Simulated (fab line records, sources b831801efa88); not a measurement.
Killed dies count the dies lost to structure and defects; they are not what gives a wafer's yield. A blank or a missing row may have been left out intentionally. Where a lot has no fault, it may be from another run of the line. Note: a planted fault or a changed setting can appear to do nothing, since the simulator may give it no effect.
2 desks looking at one fault / flow sky130 / each desk holds nothing but its own numbers, with what lay behind them at the end

== AT THE TOOL OWNER'S DESK: implanter-01 ==
For each lot that ran on this tool, the mean over its sampled wafers that have a number, from the tool's own readings at SKY_LDD_N_IMPLANT_08. The brackets show how far a lot's mean lies from the usual mean; more than 4 standard deviations puts the lot out of limits, marked OUT.
Columns: A = dose ions cm2 at SKY_LDD_N_IMPLANT_08, usual 7.5e+13; B = end station pressure torr at SKY_LDD_N_IMPLANT_08, usual 5.37e-06 Torr; C = faraday current uA at SKY_LDD_N_IMPLANT_08, usual 422; D = rotation deg at SKY_LDD_N_IMPLANT_08, usual 23.002 degrees
lot=L635; first seen here=day 19 00:39; A=7.5e+13; B=5.47e-06; C=420; D=23.006
lot=L639; first seen here=day 20 17:03; A=8.4e+13 (+99 or more) OUT; B=5.50e-06; C=475 (+6.1) OUT; D=22.983
lot=L640; first seen here=day 21 06:05; A=8.4e+13 (+99 or more) OUT; B=5.36e-06; C=472 (+5.7) OUT; D=23.013
This desk's finding: out of limits on L639, L640; first on L639, day 20 17:03 (dose ions cm2 at SKY_LDD_N_IMPLANT_08). In limits: L635.

== AT THE METROLOGY DESK ==
Means of the sampled wafers that have a number, per lot and without regard to the tool the lot ran on: this is what the gauges read. The brackets show how far a lot's mean lies from the usual mean; more than 4 standard deviations puts the lot out of limits, marked OUT.
Columns: A = POLY_GATE_OXIDATION_THK at SKY_POLY_GATE_THK_MEAS_21, usual 3.99 nm; B = cd nm at SKY_POLY_GATE_CD_MEAS_22, usual 148.9 nm; C = LDD_N_OVL at SKY_LDD_N_OVL_MEAS_07, usual -0.5 nm
lot=L635; first seen here=day 17 18:22; A=4.00; B=149.6; C=0.3
lot=L639; first seen here=day 19 09:53; A=3.96; B=150.5; C=-2.0
lot=L640; first seen here=day 19 23:41; A=4.06; B=153.0; C=-1.3
lot=L646; first seen here=day 22 11:44; A=4.09; B=151.3; C=0.0
lot=L652; first seen here=day 24 04:45; A=3.95; B=148.6; C=0.1
lot=L651; first seen here=day 24 08:12; A=4.00; B=148.3; C=1.5
This desk's verdict: no lot among the 6 shows anything out of limits.

== PUT TOGETHER ==
At day 20 17:03, on L639, L640, the tool owner's desk was in a position to raise an alarm.
The metrology desk saw nothing out of limits.
The metrology desk has L639, L640 on record, within its limits.
SKY_LDD_N_IMPLANT_08 was run on implanter-01 by each of the lots named.

== WHAT THE SIMULATOR HAD PUT IN ==
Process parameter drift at SKY_LDD_N_IMPLANT_08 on implanter-01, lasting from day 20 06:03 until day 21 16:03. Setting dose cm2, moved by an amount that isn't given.
Struck lots among those shown: L639, L640.
Hours from the fault's start to each desk's first reading out of limits: the tool owner's desk, 11.
